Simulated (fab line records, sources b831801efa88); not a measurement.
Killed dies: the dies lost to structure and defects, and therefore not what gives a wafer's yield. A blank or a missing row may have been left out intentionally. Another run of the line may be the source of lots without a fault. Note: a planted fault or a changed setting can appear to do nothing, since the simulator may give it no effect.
Struck lot and sound lot, side by side | flow sky130 | 15 out of 708 route steps
Sound: wafers L987.1, L987.3, L987.4. Wafers L103.2, L103.4, L103.6 were the ones struck. At the end, the cause is stated.
At each step with rows: each side's tool, then ch and its chambers, then its first start. Under that, the readings that differ: sound wafers | struck wafers | difference of the means | sigmas: that difference in standard deviations of wafers without a fault.
alike: readings whose means differ by less than 2 such deviations, and words and numbers that are the same on both sides. not compared: withheld readings, readings that some wafer has no value for, bounds like >300 that may hide the same value, and numbers for which the record gives no deviation and whose values overlap.
The two part at a step that has a row with sigmas, a row that says differs or no value, or rows on one side only. Numbers that don't overlap but have no deviation are shown without sigmas and don't part them. Lack of a reading on every wafer of one side parts them only where that side has two or more wafers.

first, 6 steps without rows for these wafers: SKY_METAL4_COAT_07 (resist thk 60 nm); SKY_METAL4_COAT_08 (resist thk 1140 nm); SKY_METAL4_SOFTBAKE_09 (time 90 s); SKY_METAL4_EXPOSE_10 (exposes mask MM4, target cd 300 nm); SKY_METAL4_PEB_11; SKY_METAL4_DEVELOP_12 (develop time 60 s).
SKY_METAL4_CD_MEAS_13: target cd 300 nm.
  sound: cdSem-02 at day 41 21:23; struck: cdSem-01 at day 46 08:10
  alike: cdNm
SKY_METAL4_OVL_MEAS_14:
  sound: overlay-02 at day 41 21:31; struck: overlay-01 at day 46 08:16
  alike: METAL4_OVL
SKY_METAL4_DESCUM_15: chemistry O2, time 8 s.
  sound on rieMetal-01 ch 0,1, day 41 21:32; struck on rieMetal-03 ch 0,1, day 46 08:18
  alike: drypumpMotorCurrentA, oesProductAu
  not compared: rfHoursCounterH
SKY_METAL4_ETCH_16: etches BARC in N2/H2, stops on SiO2, time 88.2 s, target depth 60 nm.
  sound on rieMetal-01 ch 0,1, day 41 21:35; struck on rieMetal-03 ch 0,1, day 46 08:20
  alike: drypumpMotorCurrentA, h2FlowSccm, oesProductAu, throttleValvePct
  not compared: rfHoursCounterH
SKY_METAL4_ETCH_17: etches SiO2 in C4F8/O2/Ar, stops on TiN, time 3.9 s, target depth 15 nm.
  sound on rieDiel-02 ch 0,1,2, day 41 21:40; struck on rieDiel-01 ch 2,3, day 46 08:26
  alike: oesProductAu
  not compared: rfHoursCounterH
SKY_METAL4_METAL_ETCH_18: etches the open film in Cl2/BCl3, stops on SiO2, target depth 845 nm, time 183.1 s.
  sound on rieMetal-03 ch 0,1, day 41 21:41; struck on rieMetal-02 ch 0,1, day 46 08:26
  alike: drypumpMotorCurrentA, oesProductAu, throttleValvePct
  not compared: rfHoursCounterH
SKY_METAL4_STRIP_19: strips in O2/N2.
  sound on plasmaAsher-01 ch 0,1, day 41 21:52; struck on plasmaAsher-02 ch 0,1, day 46 08:37
  no value came back on the struck wafers for chamberPressureMTorr (mTorr), drypumpMotorCurrentA (A), oesProductAu (a.u.), stripTimeToEndpointS (s); on the sound wafers chamberPressureMTorr (mTorr) reads 1501.7 1500.9 1499.1
reading                                      | sound | struck            | difference | sigmas
model.KrF-thick_of_METAL4_COAT_08.thkNm (nm) | 0 0 0 | 529.7 531.3 545.8 | +535.6     | 
  not compared: rfHoursCounterH
then, 1 step without rows for these wafers: SKY_METAL4_STRIP_20 (strips in post etch residue remover, time 1200 s).
-- the record jumps here: 3 days lie between the struck wafers' starts before and after (it left off in module METAL4 and takes up again in module PAD_OPEN, whose first step shown is number 708 of the route) --
SKY_PAD_OPEN_PROBE_99:
  sound: prober-01 at day 45 19:35; struck: prober-02 at day 49 18:19
reading                 | sound          | struck                                                            | difference                   | sigmas
hold                    | - - -          | awaitDispo/6.0h/scrap awaitDispo/6.0h/scrap awaitDispo/6.0h/scrap | no value on the sound wafers | 
defectLimitedYield (%)  | 81.3 80.5 85.4 | 0 0 0                                                             | -82                          | -41
killed_at_M4_up         | 10 6 4         | 409 413 395                                                       | +399                         | +99 or more
killedDies              | 92 96 72       | 492 492 492                                                       | +405                         | +41
killedOnRim             | 17 19 11       | 96 96 96                                                          | +80                          | +21
sort_bin_5_function (%) | 10.6 12.4 8.5  | 91.9 92.9 92.3                                                    | +81.9                        | +55
sortNPass               | 400 396 420    | 0 0 0                                                             | -405                         | -41
sortYieldPct (%)        | 81.3 80.5 85.4 | 0 0 0                                                             | -82                          | -41
  alike: killed_at_M0_to_M3, killedAtContacts, killedAtFrontEnd, killedAtOther, killedOpen, killedShort, sort_bin_3_pad_short, sort_bin_6_memory

== WHERE THEY PART ==
Earliest at SKY_METAL4_STRIP_19; latest, in this record, at SKY_PAD_OPEN_PROBE_99.

WHY: what the simulator had put in
Whole step skipped at SKY_METAL4_STRIP_19 on plasmaAsher-02, starting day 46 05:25. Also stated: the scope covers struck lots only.
